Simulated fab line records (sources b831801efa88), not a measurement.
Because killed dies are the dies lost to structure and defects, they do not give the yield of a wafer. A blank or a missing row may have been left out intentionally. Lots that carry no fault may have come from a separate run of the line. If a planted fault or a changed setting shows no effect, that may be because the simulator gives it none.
The tool behind it: which one?    flow gf180mcu    21 wafers from 7 lots sampled at 2 of the route's 602 steps

== WHAT THE GAUGES SHOWED, per wafer ==
GF_M1_OVL_MEAS_15.
lot   measured      on          M1_OVL (nm)
L786  day 17 08:44  overlay-02  -3 -2 -8
L788  day 18 03:17  overlay-01  6 -3 -6
L790  day 18 19:33  overlay-02  4 -6 -3
L799  day 22 07:02  overlay-02  0 2 7
L804  day 23 22:14  overlay-02  2 0 5
L806  day 24 13:35  overlay-01  -5 2 3
L808  day 25 07:20  overlay-01  5 -15 -6

== WHICH TOOL RAN EACH LOT (tool, then ch and the chambers of the sampled wafers, then the start) ==
lot   GF_MVPSD_EXPOSE_04
L786  iline-stepper-02 ch 0, day 4 23:47
L788  iline-stepper-01 ch 0, day 5 10:22
L790  iline-stepper-01 ch 0, day 5 20:41
L799  iline-stepper-02 ch 0, day 8 03:57
L804  iline-stepper-02 ch 0, day 9 09:49
L806  iline-stepper-02 ch 0, day 9 20:55
L808  iline-stepper-02 ch 0, day 10 10:35
- GF_MVPSD_EXPOSE_04: exposes mask MVPSD, target cd 1000 nm.

== THE ANSWER, worked out from the rows above alone ==
Rule: the usual values come from the lots themselves. The widest of any qualifying gaps counts: lots, ordered by their means at a reading, are off when they make up no more than a third of the lots, leave a main group of 4 or more, and stand apart from it by 3 or more times the standard deviation of that group's means. The tables above print the reading to a certain number of digits; a main group whose means all agree to those digits is not used. A lot without any number at a reading at which 4 lots or more have one is off too. Where the step has rows for the other lots, those lots are counted as sound.
None of the lots is off at any reading shown; this tells nothing.

== WHAT THE SIMULATOR HAD PUT IN ==
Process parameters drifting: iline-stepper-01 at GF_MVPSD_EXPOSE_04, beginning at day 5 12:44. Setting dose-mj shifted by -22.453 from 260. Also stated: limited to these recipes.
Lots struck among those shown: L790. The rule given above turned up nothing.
